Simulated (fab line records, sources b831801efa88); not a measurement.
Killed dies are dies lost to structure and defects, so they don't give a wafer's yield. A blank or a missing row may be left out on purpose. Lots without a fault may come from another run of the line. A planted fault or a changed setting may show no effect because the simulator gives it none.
A struck lot beside a sound one | flow gf180mcu | 15 steps out of a route of 602
Sound: wafers L324.2, L324.4, L324.5. Struck: wafers L323.2, L323.4, L323.5. The cause comes at the end.
At each step with rows: each side's tool, then ch and its chambers, then its first start. Under that, the readings that differ: sound wafers | struck wafers | difference of the means | sigmas: that difference in standard deviations of wafers without a fault.
alike: readings whose means differ by less than 2 such deviations, and words and numbers that are the same on both sides. not compared: withheld readings, readings that some wafer has no value for, bounds like >300 that may hide the same value, and numbers for which the record gives no deviation and whose values overlap.
The two part at a step that has a row with sigmas, a row that says differs or no value, or rows on one side only. Numbers that don't overlap but have no deviation are shown without sigmas and don't part them. A reading that every wafer of one side lacks parts them only if that side has two wafers or more.

first, 3 steps without rows for these wafers: GF_V5_EXPOSE_11 (exposes mask Via5, target cd 260 nm); GF_V5_PEB_12 (peb time 90 s); GF_V5_DEVELOP_13 (develop time 60 s).
GF_V5_CD_MEAS_14: target cd 260 nm.
  sound on cd_sem-01, day 29 20:52; struck on cd_sem-01, day 29 17:32
  alike: cd_nm
GF_V5_OVL_MEAS_15:
  sound on overlay-01, day 29 20:58; struck on overlay-01, day 29 17:38
  alike: V5_OVL
GF_V5_ETCH_16: etches BARC in N2/H2.
  sound on rie_diel-02 ch 0,2,3, day 29 21:00; struck on rie_diel-02 ch 0,1,2, day 29 17:40
  alike: chamber_pressure_mTorr, drypump_motor_current_A, n2_flow_sccm, oes_product_au, throttle_valve_pct
GF_V5_ETCH_17: etches SiO2 in C4F8/O2/Ar, stops on TiN, target depth 855 nm.
  sound on rie_diel-02 ch 0,2,3; struck on rie_diel-02 ch 0,1,2
  alike: chamber_pressure_mTorr, oes_product_au
GF_V5_STRIP_18: strips in O2/N2.
  sound on plasma_asher-03 ch 0,1, day 29 21:10; struck on plasma_asher-03 ch 1, day 29 17:49
  alike: chamber_pressure_mTorr, drypump_motor_current_A, heater_power_w, n2_flow_sccm, o2_flow_sccm, oes_product_au
  not compared: rf_hours_counter_h
then, 2 steps without rows for these wafers: GF_V5_STRIP_19 (strips in post etch residue remover, time 1200 s); GF_V5_CLEAN_20 (cleans in DIW).
GF_V5_SPUTTER_21: material Ti, target thk 15 nm, time 80.02 s.
  sound on pvd_sputter-04, day 29 21:42; struck on pvd_sputter-01, day 29 18:23
  alike: throttle_valve_pct
GF_V5_SPUTTER_22: material TiN, target thk 10 nm, time 40 s.
  sound on pvd_sputter-04, day 29 21:46; struck on pvd_sputter-01, day 29 18:26
  alike: throttle_valve_pct
GF_V5_CVD_23: deposits W, target thk 350 nm, time 104.9 s.
  sound on cvd_w-01 ch 0,1, day 29 21:48; struck on cvd_w-02 ch 1, day 29 18:29
  reading                          | sound             | struck            | difference | sigmas
  chamber_pressure_Torr (Torr)     | 40.01 39.97 39.82 | 13.80 13.65 13.73 | -26.21     | -99 or more
  model.W_of_V5_CVD_23.thk_nm (nm) | 356.9 358.5 355.5 | 207.4 209.4 204.9 | -149.7     |
  alike: heater_power_w
GF_V5_RS_MEAS_24: measures by four-point-probe.
  sound on film_metro-04, day 29 21:56; struck on film_metro-02, day 29 19:07
  reading          | sound             | struck            | difference | sigmas
  V5_W_RS (ohm/sq) | 0.321 0.319 0.322 | 0.556 0.550 0.564 | +0.236     | +74
  not compared: hold
GF_PASSIVATION_PROBE_99:
  the record has rows for the sound wafers here (prober-01, day 31 13:26) and none for the struck ones

WHERE THEY PART
First at GF_V5_CVD_23; last, within this record, at GF_PASSIVATION_PROBE_99.

WHY: what the simulator had put in
Process parameter drift: cvd_w-02, from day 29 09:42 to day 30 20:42, at GF_V5_CVD_23. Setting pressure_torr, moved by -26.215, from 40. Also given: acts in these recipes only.
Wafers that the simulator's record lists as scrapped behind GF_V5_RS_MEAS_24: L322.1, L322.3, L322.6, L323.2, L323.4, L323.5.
